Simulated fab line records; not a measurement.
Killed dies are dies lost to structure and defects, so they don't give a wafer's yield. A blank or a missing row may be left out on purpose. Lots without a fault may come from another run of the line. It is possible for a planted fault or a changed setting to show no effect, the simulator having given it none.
A lot that was struck, set against a sound lot ; flow sky130 ; 31 steps out of a route of 708
Sound: wafers L180.2, L180.4, L180.5. Wafers struck: L193.2, L193.5, L193.6. At the end, the cause is stated.
Order at every step that has rows: each side's tool, ch and its chambers, its first start. Under that, the readings that differ: sound wafers ; struck wafers ; difference of the means ; sigmas: that difference in standard deviations of wafers without a fault.
alike: readings with means less than 2 such deviations apart, plus words and numbers identical on both sides. not compared: withheld readings, readings lacking a value on some wafer, bounds such as >300 that could conceal the same value, and numbers that have no deviation in the record and whose values overlap.
The two part at a step that has a row with sigmas, a row that says differs or no value, or rows on one side only. When numbers do not overlap yet have no deviation, they are printed without sigmas and do not part them. A reading that every wafer of one side lacks parts them only if that side has two wafers or more.

SKY_PWDE_OVL_MEAS_07:
  struck on overlay-02, day 7 10:11; sound on overlay-02, day 4 04:07
  alike: PWDE_OVL
after that, 1 step had no rows for these wafers: SKY_PWDE_IMPLANT_08.
SKY_PWDE_STRIP_09: strips in O2/N2.
  sound on plasmaAsher-04 ch 0, day 4 04:17; struck on plasmaAsher-04 ch 0,1, day 7 10:22
  alike: drypumpMotorCurrentA, oesProductAu, stripTimeToEndpointS
  not compared: rfHoursCounterH
SKY_PWDE_TW_MEAS_10:
  struck on filmMetro-03, day 7 10:28; sound on filmMetro-04, day 4 04:24
  alike: PWDE_TW
then, 7 steps without rows for these wafers: SKY_NWELL_DEHYDRATE_03 (time 60 s); SKY_NWELL_HMDS_04 (prime time 60 s); SKY_NWELL_COAT_05 (resist thk 3000 nm); SKY_NWELL_SOFTBAKE_06; SKY_NWELL_EXPOSE_07 (exposes mask NWM, target cd 840 nm); SKY_NWELL_PEB_08; SKY_NWELL_DEVELOP_09 (develop time 60 s).
SKY_NWELL_OVL_MEAS_10:
  struck on overlay-01, day 8 06:05; sound on overlay-01, day 4 21:23
  alike: NWELL_00_OVL
SKY_NWELL_IMPLANT_11:
  sound on implanter-03 ch 0, day 4 21:27; struck on implanter-04 ch 0, day 8 06:08
reading;sound;struck;difference;sigmas
beamOnS (s);9.96 9.59 10.46;12.76 13.47 13.36;+3.19;+15
doseIonsCm2;1.8977e+13 1.9e+13 1.9003e+13;3.6461e+13 3.6481e+13 3.646e+13;+1.7474e+13;+99 or more
faradayCurrentUA;107.7 110.8 102.5;160.6 153.0 154.2;+48.9;+22
then, 2 steps without rows for these wafers: SKY_NWELL_IMPLANT_12; SKY_NWELL_IMPLANT_13.
SKY_NWELL_STRIP_14: strips in O2/N2.
  sound on plasmaAsher-04 ch 0,1, day 4 21:52; struck on plasmaAsher-04 ch 0,1, day 8 06:34
  alike: drypumpMotorCurrentA, oesProductAu, stripTimeToEndpointS
  not compared: rfHoursCounterH
SKY_NWELL_TW_MEAS_15:
  struck on filmMetro-01, day 8 06:54; sound on filmMetro-04, day 4 21:59
reading;sound;struck;difference;sigmas
NWELL_TW;1818 1824 1810;2171 2159 2164;+347;+12
  not compared: hold
then, 6 steps without rows for these wafers: SKY_NWELL_HMDS_17 (prime time 60 s); SKY_NWELL_COAT_18 (resist thk 3000 nm); SKY_NWELL_SOFTBAKE_19; SKY_NWELL_EXPOSE_20 (exposes mask NWM COMPLEMENT, target cd 840 nm); SKY_NWELL_PEB_21; SKY_NWELL_DEVELOP_22 (develop time 60 s).
SKY_NWELL_OVL_MEAS_23:
  struck on overlay-01, day 9 04:14; sound on overlay-01, day 5 15:32
  alike: NWELL_01_OVL
after that, 1 step had no rows for these wafers: SKY_NWELL_IMPLANT_24.
SKY_NWELL_STRIP_25: strips in O2/N2.
  sound on plasmaAsher-04 ch 0,1, day 5 15:43; struck on plasmaAsher-04 ch 0,1, day 9 04:25
  alike: drypumpMotorCurrentA, oesProductAu, stripTimeToEndpointS
  not compared: rfHoursCounterH
SKY_NWELL_TW_MEAS_26:
  struck on filmMetro-04, day 9 04:31; sound on filmMetro-03, day 5 15:50
  alike: NWELL_2_TW
then, 1 step without rows for these wafers: SKY_NWELL_CLEAN_27 (cleans in SC1/SC2, time 150 s).
SKY_NWELL_RTA_28: time 30 s.
  sound on rtpAnneal-02 ch 0, day 5 15:57; struck on rtpAnneal-01 ch 0, day 9 04:38
  alike: annealTempCMax, lampPowerPct, wafer_temp_C_max
SKY_NWELL_RS_MEAS_29: measures by four-point-probe.
  struck on filmMetro-01, day 9 05:06; sound on filmMetro-01, day 5 16:03
reading;sound;struck;difference;sigmas
NWELL_RS (ohm/sq);622.9 623.6 624.3;440.2 440.9 440.6;-183.0;-99 or more
  not compared: hold
after that, 1 step had no rows for these wafers: SKY_PAD_OPEN_PROBE_99.

## WHERE THEY PART
Earliest at SKY_NWELL_IMPLANT_11; latest, in this record, at SKY_NWELL_RS_MEAS_29.

WHY: whatever the simulator had introduced
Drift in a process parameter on implanter-04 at SKY_NWELL_IMPLANT_11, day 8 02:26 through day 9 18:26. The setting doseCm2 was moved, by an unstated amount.
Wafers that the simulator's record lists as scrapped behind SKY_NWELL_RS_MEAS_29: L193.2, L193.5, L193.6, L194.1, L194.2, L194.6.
